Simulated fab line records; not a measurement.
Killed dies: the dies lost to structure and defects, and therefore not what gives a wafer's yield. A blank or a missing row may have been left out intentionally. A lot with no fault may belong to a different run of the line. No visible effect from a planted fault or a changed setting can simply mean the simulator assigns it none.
Which tool is to blame? | flow sky130 | 17 wafers from 6 lots sampled at 3 of the route's 708 steps

== WHAT THE GAUGES SHOWED, per wafer ==
SKY_VIA3_THK_MEAS_01.
lot  | measured     | on            | VIA3_HDPCVD_THK (nm)
L703 | day 38 19:28 | film_metro-04 | 1658 1630 1639
L706 | day 40 01:01 | film_metro-04 | 1663 1677 1670
L708 | day 40 12:09 | film_metro-03 | 1614 1709 1612 1711
L720 | day 44 03:38 | film_metro-04 | 1609 1610 1628
L723 | day 44 15:31 | film_metro-02 | 1640 1648 1620
L725 | day 45 06:35 | film_metro-04 | 1653 1646 1644

== TOOL THAT RAN EACH LOT (tool first, then ch and the chambers of the sampled wafers, then the start) ==
lot  | SKY_METAL3_ETCH_17                 | SKY_VIA3_HDPCVD_00
L703 | rie_diel-04 ch 0,1,3, day 38 18:31 | hdpcvd-01 ch 0,1, day 38 19:18
L706 | rie_diel-03 ch 0,3, day 40 00:02   | hdpcvd-01 ch 0,1, day 40 00:49
L708 | rie_diel-03 ch 0, day 40 11:10     | hdpcvd-01 ch 0,2, day 40 11:58
L720 | rie_diel-03 ch 1,2,3, day 44 02:37 | hdpcvd-02 ch 1,2, day 44 03:26
L723 | rie_diel-04 ch 0,1,2, day 44 13:56 | hdpcvd-01 ch 0,1,2, day 44 15:25
L725 | rie_diel-04 ch 0,1,2, day 45 05:35 | hdpcvd-01 ch 1,2, day 45 06:25
- SKY_METAL3_ETCH_17: etches SiO2 in C4F8/O2/Ar, stops on TiN, time 3.9 s, target depth 15 nm.
- SKY_VIA3_HDPCVD_00: deposits SiO2, target thk 1635 nm, time 272.5 s.

== THE ANSWER, worked out from the rows above alone ==
Rule: the usual values come from the lots themselves. Put in order of their means at a reading, lots are off if they are a third of the lots or fewer, leave a main group of 4 or more, and stand apart from it by a gap of 3 or more times the standard deviation of the main group's means; of several such gaps the widest counts. The tables above print the reading to a certain number of digits; a main group whose means all agree to those digits is not used. A lot without any number at a reading at which 4 lots or more have one is off too. The other lots that the step has rows for count as sound.
No lot is off on any of the readings shown, so nothing can be concluded from this.

== WHAT THE SIMULATOR HAD PUT IN ==
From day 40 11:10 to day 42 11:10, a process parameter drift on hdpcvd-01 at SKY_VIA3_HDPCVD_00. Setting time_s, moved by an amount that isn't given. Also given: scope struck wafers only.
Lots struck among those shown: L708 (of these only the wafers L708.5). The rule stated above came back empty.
